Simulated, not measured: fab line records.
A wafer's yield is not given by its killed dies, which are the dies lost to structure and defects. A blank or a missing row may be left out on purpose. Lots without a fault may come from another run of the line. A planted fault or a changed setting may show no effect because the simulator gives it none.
Check of tool commonality | flow gf180mcu | 39 wafers sampled across 13 lots

THE REASON FOR OPENING IT
At GF_HV_LDD_OVL_MEAS_47 the reading HV_LDD_03_OVL is flagged on 3 of 13 lots. Wafers without a fault read 0.8 nm, standard deviation 1.6.
Rule: a lot is flagged when every wafer of it that has a number lies more than 4 standard deviations from that mean, or none has a number. All remaining lots are regarded as sound.

lot  | measured     | on         | HV_LDD_03_OVL (nm), wafer by wafer | flag
L254 | day 12 05:41 | overlay-01 | -0.8 -0.7 -1.0                     |
L255 | day 12 09:43 | overlay-02 | -2.4 -1.3 -2.2                     |
L256 | day 12 18:46 | overlay-02 | 1.1 0.1 0.9                        |
L257 | day 13 06:59 | overlay-01 | 1.1 2.4 0.5                        |
L260 | day 14 12:56 | overlay-01 | 1.5 0.8 -0.5                       |
L261 | day 14 21:18 | overlay-01 | 0.0 0.3 -0.1                       |
L262 | day 15 09:57 | overlay-02 | -2.4 -0.5 -2.0                     |
L266 | day 16 16:05 | overlay-01 | 1.1 0.5 1.5                        |
L267 | day 17 02:16 | overlay-01 | 0.9 1.4 -0.2                       |
L272 | day 18 07:23 | overlay-01 | -119.1 -120.0 -117.7               | FLAGGED
L274 | day 19 00:33 | overlay-02 | -118.4 -117.4 -119.8               | FLAGGED
L275 | day 19 07:25 | overlay-02 | -116.4 -118.2 -115.3               | FLAGGED
L276 | day 19 15:04 | overlay-01 | 0.8 4.3 2.9                        |
The mean of the flagged lots' numbers is -118.0 nm, -118.8 nm from the usual (-74 standard deviations).

WHICH TOOL EACH LOT WENT THROUGH
The record holds 2 process steps before the reading, out of a route of 602 steps. Cell contents, in order: the tool; ch with the chambers the sampled wafers went through; the start.
lot  | flag    | GF_HV_LDD_STRIP_22                   | GF_HV_LDD_EXPOSE_43
L254 |         | plasma asher-04 ch 0,1, day 10 18:11 | iline stepper-02 ch 0, day 11 21:16
L255 |         | plasma asher-03 ch 0,1, day 10 21:50 | iline stepper-02 ch 0, day 12 00:56
L256 |         | plasma asher-04 ch 0,1, day 11 06:14 | iline stepper-02 ch 0, day 12 09:29
L257 |         | plasma asher-03 ch 0,1, day 11 17:35 | iline stepper-01 ch 0, day 12 21:43
L260 |         | plasma asher-02 ch 0,1, day 12 21:41 | iline stepper-01 ch 0, day 14 03:44
L261 |         | plasma asher-04 ch 0,1, day 13 05:15 | iline stepper-02 ch 0, day 14 10:33
L262 |         | plasma asher-04 ch 0,1, day 13 16:32 | iline stepper-02 ch 0, day 15 00:13
L266 |         | plasma asher-03 ch 0,1, day 14 19:53 | iline stepper-02 ch 0, day 16 04:38
L267 |         | plasma asher-03 ch 0,1, day 15 05:19 | iline stepper-02 ch 0, day 16 15:32
L272 | FLAGGED | plasma asher-02 ch 0,1, day 16 08:44 | iline stepper-02 ch 0, day 17 20:38
L274 | FLAGGED | plasma asher-02 ch 0,1, day 17 00:51 | iline stepper-02 ch 0, day 18 12:16
L275 | FLAGGED | plasma asher-02 ch 0,1, day 17 07:04 | iline stepper-02 ch 0, day 18 20:18
L276 |         | plasma asher-02 ch 0,1, day 17 15:16 | iline stepper-01 ch 0, day 19 03:09
What the steps here do:
- GF_HV_LDD_STRIP_22: strips in O2/N2.
- GF_HV_LDD_EXPOSE_43: exposes mask Pplus HV AREA, target cd 400 nm.
- GF_HV_LDD_OVL_MEAS_47

FLAGGED OVER TOTAL, TOOL BY TOOL (the gauges that took the reading come last)
step                  | tool             | lots run | flagged | share of the flagged lots | sound lots run after its first flagged lot
GF_HV_LDD_STRIP_22    | plasma asher-02  | 5        | 3       | all                       | 1 (L276)
GF_HV_LDD_STRIP_22    | plasma asher-03  | 4        | 0       | none                      | -
GF_HV_LDD_STRIP_22    | plasma asher-04  | 4        | 0       | none                      | -
GF_HV_LDD_EXPOSE_43   | iline stepper-01 | 3        | 0       | none                      | -
GF_HV_LDD_EXPOSE_43   | iline stepper-02 | 10       | 3       | all                       | 0
GF_HV_LDD_OVL_MEAS_47 | overlay-01       | 8        | 1       | some                      | 1 (L276)
GF_HV_LDD_OVL_MEAS_47 | overlay-02       | 5        | 2       | some                      | 0

WHAT THE TABLE ALLOWS
In 2 table rows, all flagged lots were run: plasma asher-02 (GF_HV_LDD_STRIP_22), iline stepper-02 (GF_HV_LDD_EXPOSE_43).
- plasma asher-02 at GF_HV_LDD_STRIP_22 ran 5 lots, 3 of them flagged. Sound lots followed the first flagged one (L276) on it, something a lasting fault affecting the whole tool could not allow.
- iline stepper-02 at GF_HV_LDD_EXPOSE_43 ran 10 lots, 3 of them flagged. Last sound lot L267 at day 16 15:32, first flagged lot L272 at day 17 20:38; a fault beginning in between fits.
iline stepper-02 at GF_HV_LDD_EXPOSE_43 is the single tool remaining.

WHAT WAS PUT IN BY THE SIMULATOR
Scanner matching overlay: iline stepper-02, from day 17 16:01 on, at GF_HV_LDD_EXPOSE_43. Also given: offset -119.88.
Lots struck among those shown: L272, L274, L275. The rule above found the same.
